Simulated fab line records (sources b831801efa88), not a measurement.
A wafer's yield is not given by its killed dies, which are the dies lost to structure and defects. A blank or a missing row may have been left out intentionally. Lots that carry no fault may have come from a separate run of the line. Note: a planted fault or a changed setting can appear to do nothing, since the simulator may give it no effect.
A lot that was struck, set against a sound lot | flow sky130 | 21 steps out of a route of 708
Sound: the wafers L697.1, L697.3, L697.4. Wafers struck: L707.3, L707.4, L707.6. The cause is named last.
At each step with rows: each side's tool, then ch and its chambers, then its first start. Under that, the readings that differ: sound wafers | struck wafers | difference of the means | sigmas: that difference in standard deviations of wafers without a fault.
alike: readings whose means differ by less than 2 such deviations, and words and numbers that are the same on both sides. not compared: withheld readings, readings that some wafer has no value for, bounds like >300 that may hide the same value, and numbers for which the record gives no deviation and whose values overlap.
Wherever a step has rows on one side only, a row that says differs or no value, or a row with sigmas, the two part there. When numbers do not overlap yet have no deviation, they are printed without sigmas and do not part them. A reading missing from all wafers of one side parts the sides only when that side holds two or more wafers.

first, 4 steps without rows for these wafers: SKY_METAL2_STRIP_21 (strips in post etch residue remover, time 1200 s); SKY_METAL2_CLEAN_22 (cleans in IPA, time 180 s); SKY_METAL2_CLEAN_23 (cleans in O3/DIW); SKY_VIA2_HDPCVD_00 (deposits SiO2, target thk 1180 nm, time 196.7 s).
SKY_VIA2_THK_MEAS_01:
  struck on film metro-01, day 40 00:52; sound on film metro-03, day 36 18:12
  alike: VIA2_HDPCVD_THK
SKY_VIA2_CMP_02: polishes SiO2.
  sound on cmp-01 ch 0,1,3, day 36 18:16; struck on cmp-01 ch 1,2,3, day 40 03:47
  alike: motor current A
SKY_VIA2_BOW_MEAS_03:
  struck on film metro-03, day 40 04:07; sound on film metro-03, day 36 18:34
  alike: VIA2_BOW
then, 5 steps without rows for these wafers: SKY_VIA2_DEHYDRATE_04 (time 60 s); SKY_VIA2_HMDS_05 (prime time 60 s); SKY_VIA2_COAT_06 (resist thk 60 nm); SKY_VIA2_COAT_07 (resist thk 450 nm); SKY_VIA2_SOFTBAKE_08 (time 90 s).
SKY_VIA2_EXPOSE_09: exposes mask VIM2, target cd 200 nm.
  sound on krf scanner-01 ch 0, day 37 08:14; struck on krf scanner-01 ch 0, day 40 15:32
  reading              | sound             | struck            | difference | sigmas
  exposure dose mJ cm2 | 38.06 38.04 38.04 | 38.71 38.69 38.76 | +0.67      | +16
  alike: mask
then, 2 steps without rows for these wafers: SKY_VIA2_PEB_10; SKY_VIA2_DEVELOP_11 (develop time 60 s).
SKY_VIA2_CD_MEAS_12 targets a cd of 200 nm.
  struck on cd sem-02, day 41 03:36; sound on cd sem-01, day 37 20:53
  reading    | sound             | struck            | difference | sigmas
  cd nm (nm) | 199.5 201.3 200.2 | 189.4 194.5 179.0 | -12.7      | -8
SKY_VIA2_OVL_MEAS_13:
  struck on overlay-01, day 41 03:42; sound on overlay-02, day 37 21:00
  alike: VIA2_OVL
SKY_VIA2_ETCH_14: etches BARC in N2/H2, stops on SiO2, time 45.9 s, target depth 60 nm.
  sound on rie diel-02 ch 0,2,3, day 37 21:02; struck on rie diel-02 ch 0,1,2, day 41 03:43
  reading               | sound             | struck            | difference | sigmas
  model.VIA2.cd nm (nm) | 199.2 200.3 199.1 | 189.3 194.3 178.8 | -12.1      |
  alike: drypump motor current A, oes product au, throttle valve pct
  not compared: rf hours counter h
SKY_VIA2_ETCH_15: etches SiO2 in C4F8/O2/Ar, stops on TiN, target depth 546 nm, time 84 s.
  sound on rie diel-02 ch 0,2,3, day 37 21:05; struck on rie diel-02 ch 0,1,2, day 41 03:46
  reading               | sound             | struck            | difference | sigmas
  model.VIA2.cd nm (nm) | 194.3 205.6 196.2 | 184.1 191.3 175.7 | -15.0      |
  alike: oes product au
  not compared: rf hours counter h
SKY_VIA2_STRIP_16: strips in O2/N2.
  sound on plasma asher-03 ch 0,1, day 37 21:09; struck on plasma asher-01 ch 0,1, day 41 03:52
  alike: drypump motor current A, oes product au, strip time to endpoint s
  not compared: rf hours counter h
-- the record jumps here: 8 days lie between the struck wafers' starts before and after (it left off in module VIA2 and takes up again in module PAD_OPEN, whose first step shown is number 708 of the route) --
SKY_PAD_OPEN_PROBE_99:
  rows exist in the record for the struck wafers here (prober-02, day 49 13:02), but not for the sound ones

WHERE THEY PART
At SKY_VIA2_EXPOSE_09 first; at SKY_PAD_OPEN_PROBE_99 last (within this record only).

WHY: what the simulator had put in
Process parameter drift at SKY_VIA2_EXPOSE_09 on krf scanner-01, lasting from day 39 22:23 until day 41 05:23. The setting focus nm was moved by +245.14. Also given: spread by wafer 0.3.
